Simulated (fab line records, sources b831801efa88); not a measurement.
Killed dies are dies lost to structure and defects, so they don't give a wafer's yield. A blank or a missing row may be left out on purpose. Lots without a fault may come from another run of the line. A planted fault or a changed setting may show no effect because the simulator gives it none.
Which tool did it? | flow sfq_line | 7 lots, 21 wafers sampled, at 2 steps of a route of 325

WHAT THE GAUGES READ, wafer by wafer
SFQ_M0_RS_MEAS_904: measures by four-point-probe.
lot  | measured     | on            | M0_NB_RS (ohm/sq)
L394 | day 5 06:09  | film_metro-02 | 0.902 0.899 0.895
L396 | day 5 19:20  | film_metro-03 | 0.893 0.904 0.890
L398 | day 6 09:47  | film_metro-03 | 0.887 0.887 0.897
L400 | day 6 19:21  | film_metro-03 | 0.883 0.893 0.880
L402 | day 7 09:17  | film_metro-02 | 0.902 0.903 0.897
L405 | day 9 20:40  | film_metro-03 | 0.878 0.874 0.878
L414 | day 11 23:12 | film_metro-04 | 0.976 0.992 0.983

WHICH TOOL RAN EACH LOT (tool, then ch and the chambers of the sampled wafers, then the start)
lot  | SFQ_TRILAYER_M0_DEP_SPUTTER_019
L394 | pvd_sputter-03, day 5 06:02
L396 | pvd_sputter-04, day 5 19:14
L398 | pvd_sputter-03, day 6 09:40
L400 | pvd_sputter-04, day 6 19:14
L402 | pvd_sputter-04, day 7 09:11
L405 | pvd_sputter-03, day 9 20:32
L414 | pvd_sputter-03, day 11 23:05
- SFQ_TRILAYER_M0_DEP_SPUTTER_019: material Nb, target thk 200 nm, time 133.3 s.

THE ANSWER, worked out from the rows above alone
Rule: what is usual is taken from the lots themselves. Put in order of their means at a reading, lots are off if they are a third of the lots or fewer, leave a main group of 4 or more, and stand apart from it by a gap of 3 or more times the standard deviation of the main group's means; of several such gaps the widest counts. A main group whose means are all the same, to the digits that the tables above print for the reading, isn't used. A lot without any number at a reading at which 4 lots or more have one is off too. The other lots that the step has rows for count as sound.
Off: L414, at SFQ_M0_RS_MEAS_904 (M0_NB_RS). The main group: mean 0.891 ohm/sq, standard deviation 0.0083.
A tool fits if, at a process step before that reading, it ran every lot that is off, and no sound lot after the first of them. The gauges at SFQ_M0_RS_MEAS_904 are tried like those tools. Can't be told from this: 2 tools fit, pvd_sputter-03 at SFQ_TRILAYER_M0_DEP_SPUTTER_019, film_metro-04 at SFQ_M0_RS_MEAS_904.

WHAT THE SIMULATOR HAD PUT IN
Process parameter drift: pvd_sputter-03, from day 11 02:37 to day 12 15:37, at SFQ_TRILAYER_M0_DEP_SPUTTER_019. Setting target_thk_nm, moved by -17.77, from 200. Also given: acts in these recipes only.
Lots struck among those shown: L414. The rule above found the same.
